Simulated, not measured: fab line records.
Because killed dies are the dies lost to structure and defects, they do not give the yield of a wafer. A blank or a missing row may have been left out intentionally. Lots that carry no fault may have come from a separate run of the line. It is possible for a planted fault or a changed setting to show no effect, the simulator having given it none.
Matching of chambers -- flow sfqLine -- 4 sister chambers for SFQ_TRILAYER_I6_VIA_ETCH_VIA_ETCH_172 on rieDiel-02
The step etches SiO2 in CHF3, stops on Nb, target depth 260 nm. 14 wafers are shown with their chamber, then 7 later ones without.

EACH WAFER AND ITS CHAMBER
wafer,chamber,drypumpMotorCurrentA (A),oesProductAu (a.u.)
L384.2,3,5.42,0.846
L384.3,0,5.50,0.849
L384.4,0,5.50,0.859
L388.1,0,5.51,0.854
L388.2,2,4.94,0.856
L388.5,1,5.75,0.852
L389.2,3,5.35,0.855
L389.3,1,5.69,0.855
L389.6,2,4.95,0.852
L390.3,1,5.65,0.857
L390.5,0,5.51,0.843
L390.6,1,5.69,0.860
L398.2,2,4.95,0.852
L398.4,1,5.69,0.841

SIGNATURES (means of the wafers above)
reading,chamber 0,chamber 1,chamber 2,chamber 3,scatter within a chamber
drypumpMotorCurrentA,5.5050,5.6940,4.9467,5.3850,0.0278
oesProductAu,0.85125,0.85300,0.85333,0.85050,0.00637
Rule: for each reading, subtract the chamber's mean from the wafer's reading, divide by that reading's scatter and square the result; add these up over the readings and take the root, which gives the wafer's distance from the chamber. The wafer belongs to the nearest chamber; if the next one is less than 2 further off, it can't be placed. How the scatter is found: for the shown wafers, subtract from each reading the mean of its chamber, square and add these, divide the total by (wafers less chambers), then take the root.

WAFERS WITH NO CHAMBER GIVEN
wafer,drypumpMotorCurrentA (A),oesProductAu (a.u.)
L398.6,4.94,0.855
L400.4,5.69,0.859
L400.5,5.48,0.855
L400.6,4.96,0.849
L402.2,5.65,0.855
L402.4,4.94,0.860
L402.5,5.69,0.850

THE CHAMBER EACH PASSED THROUGH
wafer,from the rows above,in truth
L398.6,2,2
L400.4,1,1
L400.5,0,0
L400.6,2,2
L402.2,1,1
L402.4,2,2
L402.5,1,1
7 of 7 placed correctly. Left unplaced by these rows: 0. Wrongly placed: 0.
